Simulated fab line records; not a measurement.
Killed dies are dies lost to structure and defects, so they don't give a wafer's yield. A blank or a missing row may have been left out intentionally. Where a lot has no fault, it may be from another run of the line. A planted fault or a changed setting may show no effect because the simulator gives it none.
Problem report in the 8D (eight disciplines) form, filled by code ; flow sfq line ; the parts of the form that need people (team, actions taken, sign-off) are left out

== 1. WHAT WENT WRONG ==
At SFQ_TRILAYER_I3_VIA_LITHO_COAT_085, spin speed rpm averages 2804.2 rpm over 6 wafers from 2 lots, while fault-free wafers read 3000.2 rpm, standard deviation 2. Relative to the usual mean, that is a shift of -98 standard deviations.
The step: resist thk 650 nm.
The first sign was on wafer L881.1 at day 35 21:08, on litho track-04. The record has a number at this step for 39 wafers belonging to 13 lots. Rule for "out", or "out of limits": more than 4 standard deviations from the usual mean. The other wafers with a number count as sound.

== 2. WHAT IT IS, WHAT IT ISN'T ==
question;is;is not
which readings at this step;spin speed rpm;-
which lots;L881, L884;L868, L869, L870, L871, L872, L873, L874, L875, L876, L885, L890
which wafers of those lots;all that have a number;-
read on which tools;litho track-04;litho track-02, litho track-03
when;from day 35 21:08;"up to then (27 sound wafers); but 6 sound wafers of L885, L890 came after"

== 3. THE SUSPECTS, EACH WITH WHAT RULES IT OUT ==
Counting: a tool at a process step up to the reading stays a suspect if it ran every lot that is out and no sound lot after the first of them.
- pecvd-02 at SFQ_TRILAYER_I2_DEP_PECVD_063 (deposits SiO2 from SiH4/N2O, time 111.11 s, target thk 500 nm): ruled out as a lasting fault. After its first lot that is out, L881 (day 22 10:05), sound lots L890 ran on it.
- litho track-04 at SFQ_TRILAYER_I3_VIA_LITHO_COAT_085 (resist thk 650 nm): kept. It processed each lot that is out, first L881 at day 35 21:08, and no sound lot thereafter; up to then, the last sound lot it processed was L876 at day 34 09:42. Its own readings are out on those wafers: spin speed rpm.
The count leaves litho track-04 at SFQ_TRILAYER_I3_VIA_LITHO_COAT_085.

== 4. THE CAUSE (what the simulator had put in) ==
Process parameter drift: litho track-04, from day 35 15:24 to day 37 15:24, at SFQ_TRILAYER_I3_VIA_LITHO_COAT_085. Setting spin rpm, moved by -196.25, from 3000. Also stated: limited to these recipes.
Only this tool survived the counting.

== 5. THE CHAIN OF EFFECTS, in route order ==
Each row: a reading where the mean over the struck wafers with a number is more than 3 standard deviations away from the usual. Readings are gone through only where the record gives a usual standard deviation; hours: the median, over the lots, of the time from a lot's start at the first step in this table giving one to that lot's start at this step; sigmas: the change measured in usual standard deviations.
hours;step;reading;usual;on struck wafers;change;sigmas
0;SFQ_TRILAYER_I3_VIA_LITHO_COAT_085;spin speed rpm;3000.2 rpm;2804.2;-196.0;-98
Process steps it contains:
- SFQ_TRILAYER_I3_VIA_LITHO_COAT_085: resist thk 650 nm.

== 6. HOW IT WOULD HAVE BEEN CAUGHT EARLIER ==
In this record the first reading out of limits was taken at day 35 21:08, 6 hours after the fault began at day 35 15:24.
